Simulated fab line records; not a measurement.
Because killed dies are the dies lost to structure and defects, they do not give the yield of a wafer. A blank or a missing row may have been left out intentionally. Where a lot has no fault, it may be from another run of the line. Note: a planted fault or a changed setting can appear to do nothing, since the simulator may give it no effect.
Chamber matching + flow sky130 + SKY_LI_CONTACT_ETCH_15 on rie diel-03 has 4 sister chambers
The step etches PSG in C4F8/O2/Ar, stops on Si, target depth 600 nm. 4 wafers are shown with their chamber, then 10 later ones without.

WAFERS, EACH WITH ITS CHAMBER
| wafer  | chamber | oes product au (a.u.) |
|--------|---------|-----------------------|
| L086.2 | 0       | 0.829                 |
| L087.1 | 3       | 0.835                 |
| L088.1 | 1       | 0.833                 |
| L088.4 | 2       | 0.837                 |

WAFERS WITH NO CHAMBER GIVEN
| wafer  | oes product au (a.u.) |
|--------|-----------------------|
| L088.5 | 0.841                 |
| L092.3 | 0.841                 |
| L092.5 | 0.831                 |
| L092.6 | 0.832                 |
| L094.1 | 0.838                 |
| L094.3 | 0.837                 |
| L094.5 | 0.836                 |
| L093.1 | 0.840                 |
| L093.2 | 0.839                 |
| L093.4 | 0.844                 |

CHAMBER TAKEN BY EACH
| wafer  | from the rows above               | in truth |
|--------|-----------------------------------|----------|
| L088.5 | can't be placed: 2 or 3 or 1      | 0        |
| L092.3 | can't be placed: 2 or 3 or 1      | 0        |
| L092.5 | can't be placed: 0 or 1 or 3 or 2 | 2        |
| L092.6 | can't be placed: 1 or 0 or 3 or 2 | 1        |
| L094.1 | can't be placed: 2 or 3 or 1      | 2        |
| L094.3 | can't be placed: 2 or 3 or 1      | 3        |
| L094.5 | can't be placed: 2 or 3 or 1 or 0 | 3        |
| L093.1 | can't be placed: 2 or 3 or 1      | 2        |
| L093.2 | can't be placed: 2 or 3 or 1      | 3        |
| L093.4 | can't be placed: 2 or 3 or 1      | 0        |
Placed correctly: 0 of 10. From these rows, 10 cannot be placed; in 7 the true chamber is one of the candidates. Wrongly placed: 0.
How it was worked out, from the rows above alone: a wafer's distance from a chamber is the root of the sum, over the readings, of the square of ((its reading less the chamber's mean) divided by the reading's scatter). If the next closest chamber is less than 2 further off than the closest, the wafer can't be placed; otherwise it belongs to the closest. The mean given for a chamber averages the wafers shown for that chamber. The scatter: with one shown wafer a chamber, the root of the mean of the squares of how far each hidden wafer lies from its nearest shown one.
